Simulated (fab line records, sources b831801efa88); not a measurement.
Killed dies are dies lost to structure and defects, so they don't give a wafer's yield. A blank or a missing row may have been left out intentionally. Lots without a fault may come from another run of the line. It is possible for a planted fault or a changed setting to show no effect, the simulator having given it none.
Split-lot trial + flow sky130 + route with 708 steps; 5 lots, 23 wafers read

== ON THE SPLIT ==
At SKY_VT_ADJUST_NCORE_DEVELOP_06 (develop time 60 s), the setting develop time s was moved away from the recipe's 60 s on 6 of the 23 wafers read, by +11.2% to +13.1%. All remaining wafers had this setting at the recipe value.

Split to reading: the file shows no intervening step.

== THE READING ==
cd nm, in nm, at SKY_VT_ADJUST_NCORE_CD_MEAS_07 (target cd 380 nm). A value of 380.8 nm with a standard deviation of 2.7 nm is what fault-free wafers of this fab line usually give.

| wafer  | tool, chamber at the split | develop time s as run, s | against the recipe | cd nm, nm | against lot-mates on the recipe |
|--------|----------------------------|--------------------------|--------------------|-----------|---------------------------------|
| L075.1 | litho track-02, 0          | 60                       | recipe             | 374.1     | -                               |
| L075.2 | litho track-02, 0          | 60                       | recipe             | 377.8     | -                               |
| L075.3 | litho track-02, 0          | 60                       | recipe             | 376.6     | -                               |
| L075.4 | litho track-02, 0          | 60                       | recipe             | 379.8     | -                               |
| L075.5 | litho track-02, 0          | 60                       | recipe             | 378.8     | -                               |
| L078.2 | litho track-02, 0          | 60                       | recipe             | 377.7     | -                               |
| L078.3 | litho track-02, 0          | 60                       | recipe             | 379.2     | -                               |
| L078.4 | litho track-02, 0          | 60                       | recipe             | 376.7     | -                               |
| L078.5 | litho track-02, 0          | 60                       | recipe             | 379.1     | -                               |
| L078.6 | litho track-02, 0          | 60                       | recipe             | 378.7     | -                               |
| L079.2 | litho track-02, 0          | 67.88                    | +13.1%             | 393.3     | +10.4                           |
| L079.3 | litho track-02, 0          | 67.88                    | +13.1%             | 393.7     | +10.8                           |
| L079.4 | litho track-02, 0          | 60                       | recipe             | 383.1     | -                               |
| L079.5 | litho track-02, 0          | 67.88                    | +13.1%             | 393.8     | +10.9                           |
| L079.6 | litho track-02, 0          | 60                       | recipe             | 382.6     | -                               |
| L080.2 | litho track-03, 0          | 66.71                    | +11.2%             | 388.4     | +7.0                            |
| L080.3 | litho track-03, 0          | 66.71                    | +11.2%             | 391.8     | +10.4                           |
| L080.4 | litho track-03, 0          | 60                       | recipe             | 381.6     | -                               |
| L080.5 | litho track-03, 0          | 60                       | recipe             | 381.1     | -                               |
| L080.6 | litho track-03, 0          | 66.71                    | +11.2%             | 389.0     | +7.6                            |
| L084.1 | litho track-04, 0          | 60                       | recipe             | 384.4     | -                               |
| L084.3 | litho track-04, 0          | 60                       | recipe             | 385.6     | -                               |
| L084.6 | litho track-04, 0          | 60                       | recipe             | 383.7     | -                               |

THE FIT
A straight line over all 23 wafers: cd nm changes by +0.966 nm for each +1% of develop time s; r = +0.89; the points scatter about the line by 2.8 nm.
The same after taking each lot's own level away (the mean of its wafers on the recipe; 23 wafers): +0.791 nm for each +1%; r = +0.96; scatter 1.3 nm.
The reading moves by 10 nm for the largest change in develop time s, on that fit.
Across the lots, their own levels run from 377.42 to 384.57 nm, a range of 2.6 times the standard deviation given above.
Hence the slope depends on the lot-to-lot level, as the two fits are not the same.
Check: with one of the wafers moved furthest among these (+13.1%) left out of the fit, the line predicts +10.4 nm for it against its lot-mates. Against them it came out at +10.4 nm.

== ADDITIONAL SPLITS CARRIED BY THESE WAFERS ==
These wafers also went through other splits before the reading. Each is held against what the fit with the lots' levels taken away leaves over:
| other split on the same wafers           | wafers away from the commonest value | r with cd nm (lot level and that fit taken away) |
|------------------------------------------|--------------------------------------|--------------------------------------------------|
| SKY_FIELD_ISO_EXPOSE_10 dose mj          | 8                                    | -0.18                                            |
| SKY_NWELL_OXIDATION_01 ox time s         | 18                                   | -0.01                                            |
| SKY_PWDE_COAT_02 resist thk nm           | 10                                   | -0.09                                            |
| SKY_PWDE_DEVELOP_06 dev temp c           | 8                                    | -0.11                                            |
| SKY_VT_ADJUST_LVTN_COAT_13 resist thk nm | 6                                    | +0.21                                            |
| SKY_VT_ADJUST_LVTN_EXPOSE_15 dose mj     | 8                                    | -0.02                                            |

== THE FILE'S OWN FIT ==
cd nm changes by +0.791 nm for each +1% of develop time s, r = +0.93.
